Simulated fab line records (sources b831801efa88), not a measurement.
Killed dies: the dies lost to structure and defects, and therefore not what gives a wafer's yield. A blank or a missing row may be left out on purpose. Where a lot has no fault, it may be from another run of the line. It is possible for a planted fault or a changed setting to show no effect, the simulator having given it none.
Shared-tool check	flow gf180mcu	14 lots and 42 wafers in the sample

WHY IT WAS OPENED
GF_V2_RS_MEAS_24, reading V2_W_RS: flagged on 2 of 14 lots. No-fault wafers: 0.328 ohm/sq, standard deviation 0.0049.
Rule: a lot gets a flag if all its wafers with a number sit over 4 standard deviations from that mean, or if no wafer of it has a number. As for the other lots, they are considered sound.

lot	measured	on	V2_W_RS (ohm/sq), wafer by wafer	flag
L865	day 20 04:13	filmMetro-01	0.333 0.337 0.335	
L868	day 21 11:04	filmMetro-01	0.332 0.327 0.326	
L869	day 21 21:22	filmMetro-01	0.326 0.336 0.322	
L870	day 22 04:49	filmMetro-04	0.323 0.337 0.333	
L871	day 22 09:50	filmMetro-04	0.334 0.325 0.325	
L872	day 22 19:49	filmMetro-01	0.329 0.324 0.336	
L873	day 23 00:19	filmMetro-01	0.329 0.332 0.326	
L882	day 26 09:26	filmMetro-01	44.563 44.318 43.915	FLAGGED
L883	day 26 16:08	filmMetro-04	43.897 43.509 43.366	FLAGGED
L884	day 26 23:25	filmMetro-01	0.333 0.321 0.332	
L885	day 27 05:32	filmMetro-04	0.324 0.330 0.333	
L886	day 27 12:53	filmMetro-04	0.320 0.319 0.319	
L887	day 27 17:00	filmMetro-04	0.319 0.332 0.323	
L888	day 28 00:41	filmMetro-04	0.332 0.326 0.330	
On average the flagged lots read 43.928 ohm/sq, which is +43.600 ohm/sq against the usual, or +99 or more standard deviations.

WHICH TOOL EACH LOT WENT THROUGH
The record holds 3 process steps before the reading, out of a route of 602 steps. Each cell gives the tool, then ch followed by the chambers the sampled wafers passed through, then the start.
lot	flag	GF_M2_METAL_ETCH_16	GF_V2_CMP_04	GF_V2_CVD_23
L865		rieMetal-01 ch 0,1, day 19 01:05	cmp-02 ch 1,2, day 19 02:03	cvdW-01 ch 0, day 20 04:05
L868		rieMetal-03 ch 0,1, day 20 08:47	cmp-02 ch 0,1,3, day 20 09:50	cvdW-02 ch 0,1, day 21 10:55
L869		rieMetal-01 ch 0, day 20 19:05	cmp-01 ch 1,3, day 20 20:08	cvdW-01 ch 0,1, day 21 21:14
L870		rieMetal-03 ch 0,1, day 21 02:26	cmp-01 ch 0,2,3, day 21 03:21	cvdW-01 ch 0,1, day 22 04:41
L871		rieMetal-04 ch 0,1, day 21 07:47	cmp-02 ch 1,2,3, day 21 08:45	cvdW-02 ch 0,1, day 22 09:43
L872		rieMetal-03 ch 1, day 21 18:38	cmp-01 ch 1,2, day 21 19:37	cvdW-01 ch 0,1, day 22 19:41
L873		rieMetal-04 ch 0, day 21 22:53	cmp-02 ch 2,3, day 21 23:50	cvdW-02 ch 0,1, day 23 00:08
L882	FLAGGED	rieMetal-04 ch 0, day 25 10:02	cmp-02 ch 0,1,3, day 25 11:01	cvdW-01 ch 0,1, day 26 09:16
L883	FLAGGED	rieMetal-01 ch 1, day 25 16:47	cmp-01 ch 0,2,3, day 25 17:53	cvdW-01 ch 0,1, day 26 15:56
L884		rieMetal-01 ch 1, day 25 23:58	cmp-02 ch 0,1,2, day 26 01:04	cvdW-01 ch 0,1, day 26 23:18
L885		rieMetal-01 ch 1, day 26 06:50	cmp-02 ch 0,3, day 26 07:55	cvdW-02 ch 0,1, day 27 05:25
L886		rieMetal-04 ch 0,1, day 26 14:21	cmp-01 ch 0,1, day 26 15:15	cvdW-01 ch 1, day 27 12:45
L887		rieMetal-01 ch 0,1, day 26 18:42	cmp-02 ch 1,2, day 26 19:39	cvdW-01 ch 0,1, day 27 16:52
L888		rieMetal-01 ch 0,1, day 27 02:32	cmp-01 ch 0,1,2, day 27 03:32	cvdW-02 ch 0,1, day 28 00:30
What the steps here do:
- GF_M2_METAL_ETCH_16: etches the open film in Cl2/BCl3, stops on SiO2, target depth 627.5 nm, time 104.6 s.
- GF_V2_CMP_04: polishes SiO2.
- GF_V2_CVD_23: deposits W, target thk 350 nm, time 104.94 s.
- GF_V2_RS_MEAS_24: measures by four-point-probe.

FLAGGED AGAINST TOTAL, ONE TOOL AT A TIME (gauges that did the reading follow at the end)
step	tool	lots run	flagged	share of the flagged lots	sound lots run after its first flagged lot
GF_M2_METAL_ETCH_16	rieMetal-01	7	1	some	4 (L884,L885,L887,L888)
GF_M2_METAL_ETCH_16	rieMetal-03	3	0	none	-
GF_M2_METAL_ETCH_16	rieMetal-04	4	1	some	1 (L886)
GF_V2_CMP_04	cmp-01	6	1	some	2 (L886,L888)
GF_V2_CMP_04	cmp-02	8	1	some	3 (L884,L885,L887)
GF_V2_CVD_23	cvdW-01	9	2	all	3 (L884,L886,L887)
GF_V2_CVD_23	cvdW-02	5	0	none	-
GF_V2_RS_MEAS_24	filmMetro-01	7	1	some	1 (L884)
GF_V2_RS_MEAS_24	filmMetro-04	7	1	some	4 (L885,L886,L887,L888)

WHAT THE TABLE ALLOWS
In the table, 1 row covers all flagged lots: cvdW-01 at GF_V2_CVD_23.
- cvdW-01 at GF_V2_CVD_23: 2 of its 9 lots flagged. Sound lots followed the first flagged one (L884, L886, L887) on it, something a lasting fault affecting the whole tool could not allow. On the flagged lots its readings are blank where sound lots have values: chamberPressureTorr, heaterPowerOuterW, heaterPowerW.
No row of the table ran every flagged lot and no sound lot after the first.

WHAT THE SIMULATOR PUT IN
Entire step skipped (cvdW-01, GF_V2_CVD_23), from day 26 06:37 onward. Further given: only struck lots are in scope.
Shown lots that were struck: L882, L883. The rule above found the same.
